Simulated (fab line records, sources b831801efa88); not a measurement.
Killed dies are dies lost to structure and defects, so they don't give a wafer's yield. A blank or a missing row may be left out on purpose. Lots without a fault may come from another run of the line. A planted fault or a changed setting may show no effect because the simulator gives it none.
Chamber matching | flow gf180mcu | GF_V3_CMP_26 on cmp-02: 4 sister chambers
The step polishes, stops on SiO2, t overpolish 15 s, target thk 0 nm. 14 wafers are shown with their chamber, then 7 later ones without.

WAFERS WITH THEIR CHAMBER
wafer  | chamber | motor_current_A (A) | retaining_ring_pressure_frac | time_to_endpoint_s (s)
L568.4 | 1       | 12.1                | 1.003                        | 81.4
L568.5 | 3       | 11.5                | 1.005                        | 84.9
L568.6 | 2       | 12.6                | 0.990                        | 83.6
L570.1 | 1       | 12.1                | 1.000                        | 83.0
L570.3 | 2       | 12.5                | 0.998                        | 86.9
L570.4 | 0       | 10.0                | 1.000                        | 88.3
L581.3 | 0       | 9.7                 | 0.995                        | 87.4
L581.4 | 3       | 11.3                | 1.004                        | 88.0
L581.6 | 1       | 12.3                | 1.003                        | 87.3
L585.1 | 1       | 12.4                | 1.002                        | 85.7
L585.3 | 3       | 11.7                | 1.003                        | 88.7
L585.4 | 2       | 11.7                | 1.005                        | 88.6
L586.2 | 1       | 12.6                | 1.002                        | 85.1
L586.5 | 1       | 11.4                | 1.006                        | 83.1

SIGNATURES (means of the wafers above)
reading                      | chamber 0 | chamber 1 | chamber 2 | chamber 3 | scatter within a chamber
motor_current_A              | 9.850     | 12.150    | 12.267    | 11.500    | 0.383
retaining_ring_pressure_frac | 0.99750   | 1.00267   | 0.99767   | 1.00400   | 0.00383
time_to_endpoint_s           | 87.850    | 84.267    | 86.367    | 87.200    | 2.11
Rule: a wafer's distance from a chamber is the root of the sum, over the readings, of the square of ((its reading less the chamber's mean) divided by the reading's scatter). The wafer belongs to the nearest chamber; if the next one is less than 2 further off, it can't be placed. The scatter: the root of (the sum of the squares of (reading less its chamber's mean) over the shown wafers, divided by (wafers less chambers)).

WAFERS WITHOUT THEIR CHAMBER
wafer  | motor_current_A (A) | retaining_ring_pressure_frac | time_to_endpoint_s (s)
L586.6 | 11.6                | 1.005                        | 85.0
L587.2 | 10.1                | 1.003                        | 90.0
L587.3 | 12.2                | 1.007                        | 88.4
L587.6 | 12.2                | 0.996                        | 88.1
L588.4 | 12.2                | 0.992                        | 86.9
L588.5 | 12.0                | 0.994                        | 83.7
L588.6 | 11.4                | 0.995                        | 85.2

WHICH CHAMBER EACH WENT THROUGH
wafer  | from the rows above               | in truth
L586.6 | can't be placed: 3 or 1 or 2      | 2
L587.2 | 0                                 | 0
L587.3 | can't be placed: 3 or 1 or 2      | 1
L587.6 | can't be placed: 2 or 1 or 3      | 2
L588.4 | can't be placed: 2 or 1           | 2
L588.5 | can't be placed: 2 or 1 or 3      | 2
L588.6 | can't be placed: 2 or 3 or 1 or 0 | 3
Placed correctly: 1 of 7. Can't be placed from these rows: 6 (the true chamber is among the candidates in 6). Placed wrongly: 0.
